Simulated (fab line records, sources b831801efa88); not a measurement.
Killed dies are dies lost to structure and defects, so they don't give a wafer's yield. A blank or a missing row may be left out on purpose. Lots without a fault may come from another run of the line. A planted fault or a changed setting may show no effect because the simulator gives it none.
A struck lot beside a sound one | flow sky130 | 15 steps out of a route of 708
Sound: wafers L201.1, L201.4, L201.6. Struck: wafers L211.1, L211.2, L211.4. The cause comes at the end.
At each step with rows: each side's tool, then ch and its chambers, then its first start. Under that, the readings that differ: sound wafers | struck wafers | difference of the means | sigmas: that difference in standard deviations of wafers without a fault.
alike: readings whose means differ by less than 2 such deviations, and words and numbers that are the same on both sides. not compared: withheld readings, readings that some wafer has no value for, bounds like >300 that may hide the same value, and numbers for which the record gives no deviation and whose values overlap.
The two part at a step that has a row with sigmas, a row that says differs or no value, or rows on one side only. Numbers that don't overlap but have no deviation are shown without sigmas and don't part them. A reading that every wafer of one side lacks parts them only if that side has two wafers or more.

SKY_LI_CONTACT_THK_MEAS_23: measures by xrf.
  sound on film_metro-04, day 30 16:42; struck on film_metro-03, day 33 11:19
  alike: LI_CONTACT_W_THK
SKY_LI_CONTACT_CMP_24: polishes, stops on PSG, t overpolish 20 s, target thk 0 nm.
  sound on cmp-02 ch 0,3, day 30 16:49; struck on cmp-02 ch 0,2,3, day 33 11:22
  alike: motor_current_A, overpolish_run_s, time_to_endpoint_s
SKY_LOCAL_INTERCONNECT_SPUTTER_00: material TiN, target thk 100 nm, time 83.3 s.
  sound on pvd_sputter-04, day 30 17:04; struck on pvd_sputter-01, day 33 11:40
  alike: throttle_valve_pct
SKY_LOCAL_INTERCONNECT_RS_MEAS_01: measures by four-point-probe.
  sound on film_metro-01, day 30 17:08; struck on film_metro-02, day 33 11:44
  alike: LOCAL_INTERCONNECT_TIN_RS
SKY_LOCAL_INTERCONNECT_THK_MEAS_02: measures by xrf.
  sound on film_metro-01, day 30 17:15; struck on film_metro-02, day 33 11:51
  alike: LOCAL_INTERCONNECT_TIN_THK
then, 7 steps without rows for these wafers: SKY_LOCAL_INTERCONNECT_DEHYDRATE_03 (time 60 s); SKY_LOCAL_INTERCONNECT_HMDS_04 (prime time 60 s); SKY_LOCAL_INTERCONNECT_COAT_05 (resist thk 60 nm); SKY_LOCAL_INTERCONNECT_COAT_06 (resist thk 450 nm); SKY_LOCAL_INTERCONNECT_SOFTBAKE_07 (time 90 s); SKY_LOCAL_INTERCONNECT_EXPOSE_08 (exposes mask LI1M, target cd 170 nm); SKY_LOCAL_INTERCONNECT_PEB_09.
SKY_LOCAL_INTERCONNECT_DEVELOP_10: develop time 60 s.
  sound on litho_track-03 ch 0, day 31 20:00; struck on litho_track-03 ch 0, day 34 14:00
  reading              | sound             | struck            | difference | sigmas
  developer_temp_C (C) | 21.00 20.98 20.97 | 21.77 21.88 21.82 | +0.84      | +8
SKY_LOCAL_INTERCONNECT_CD_MEAS_11: target cd 170 nm.
  sound on cd_sem-01, day 31 20:54; struck on cd_sem-02, day 34 14:15
  alike: cd_nm
-- the record jumps here: 15 days lie between the struck wafers' starts before and after (it left off in module LOCAL_INTERCONNECT and takes up again in module PAD_OPEN, whose first step shown is number 708 of the route) --
SKY_PAD_OPEN_PROBE_99:
  the record has rows for the struck wafers here (prober-01, day 49 03:09) and none for the sound ones

WHERE THEY PART
First at SKY_LOCAL_INTERCONNECT_DEVELOP_10; last, within this record, at SKY_PAD_OPEN_PROBE_99.

WHY: what the simulator had put in
Process parameter drift: litho_track-03, from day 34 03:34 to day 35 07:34, at SKY_LOCAL_INTERCONNECT_DEVELOP_10. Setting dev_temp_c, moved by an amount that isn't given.
